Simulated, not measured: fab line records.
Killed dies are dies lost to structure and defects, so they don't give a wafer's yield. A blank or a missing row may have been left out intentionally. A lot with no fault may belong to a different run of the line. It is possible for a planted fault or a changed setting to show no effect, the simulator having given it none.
The same fault as seen by 2 desks | flow sfqLine | numbers are kept per desk, each desk with only its own; the story behind them comes last

AT THE TOOL OWNER'S DESK: pvdSputter-03
The tool's own readings at SFQ_TRILAYER_R5_DEP_SPUTTER_133 (material MoNx, target thk 40 nm, time 66.7 s): means of the sampled wafers that have a number, for each lot that ran on this tool. The brackets show how far a lot's mean lies from the usual mean; more than 4 standard deviations puts the lot out of limits, marked OUT.
Columns: A = cathodeDcPowerW at SFQ_TRILAYER_R5_DEP_SPUTTER_133, usual 999.98 W; B = throttleValvePct at SFQ_TRILAYER_R5_DEP_SPUTTER_133, usual 30.1 %
lot  | first seen here | A                         | B
L186 | day 57 00:56    | 1000.03                   | 29.6
L187 | day 57 03:20    | 1000.17                   | 29.8
L190 | day 57 11:51    | 999.79                    | 29.0
L191 | day 57 17:51    | 1000.00                   | 29.6
L197 | day 58 11:51    | 1072.40 (+99 or more) OUT | 30.3
L201 | day 59 12:33    | 1072.33 (+99 or more) OUT | 30.2
This desk's finding: out of limits on L197, L201; first on L197, day 58 11:51 (cathodeDcPowerW at SFQ_TRILAYER_R5_DEP_SPUTTER_133). Within limits: L186, L187, L190, L191.

AT THE METROLOGY DESK
Means of the sampled wafers that have a number, per lot and without regard to the tool the lot ran on: this is what the gauges read. The brackets show how far a lot's mean lies from the usual mean; more than 4 standard deviations puts the lot out of limits, marked OUT.
Columns: A = R5_MONX_RS at SFQ_R5_RS_MEAS_933, usual 7.01 ohm/sq; B = R5_MONX_THK at SFQ_R5_THK_MEAS_934, usual 40.4 nm
lot  | first seen here | A               | B
L185 | day 55 05:12    | 6.98            | 40.3
L186 | day 57 01:04    | 6.97            | 40.6
L187 | day 57 03:24    | 6.91            | 41.1
L188 | day 57 04:37    | 6.92            | 40.9
L189 | day 57 07:01    | 7.04            | 40.3
L190 | day 57 11:57    | 7.05            | 40.1
L191 | day 57 17:56    | 7.00            | 40.6
L192 | day 57 20:56    | 6.99            | 40.7
L197 | day 58 11:56    | 6.57 (-6.6) OUT | 43.4 (+7.7) OUT
L198 | day 58 13:38    | 7.05            | 40.3
L199 | day 58 22:10    | 6.92            | 40.9
L201 | day 59 12:41    | 6.58 (-6.4) OUT | 43.3 (+7.4) OUT
L205 | day 60 10:40    | 7.00            | 40.3
L207 | day 60 21:37    | 7.09            | 40.1
Finding of this desk: L197, L201 out of limits, first seen on L197 at day 58 11:56 (R5_MONX_RS at SFQ_R5_RS_MEAS_933). Within limits: L185, L186, L187, L188, L189, L190, L191, L192, L198, L199, L205, L207.

BROUGHT TOGETHER
The tool owner's desk had the chance to raise an alarm at day 58 11:51 on L197, L201.
L197, L201 would have let the metrology desk raise an alarm at day 58 11:56.
On pvdSputter-03, each named lot ran SFQ_TRILAYER_R5_DEP_SPUTTER_133.

WHAT THE SIMULATOR HAD INSERTED
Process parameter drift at SFQ_TRILAYER_R5_DEP_SPUTTER_133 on pvdSputter-03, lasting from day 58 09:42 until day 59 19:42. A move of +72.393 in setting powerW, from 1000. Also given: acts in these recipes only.
Shown lots that were struck: L197, L201.
Delay (hours) between the fault's onset and each desk's first out-of-limits reading: 2 at the tool owner's desk, 2 at the metrology desk.
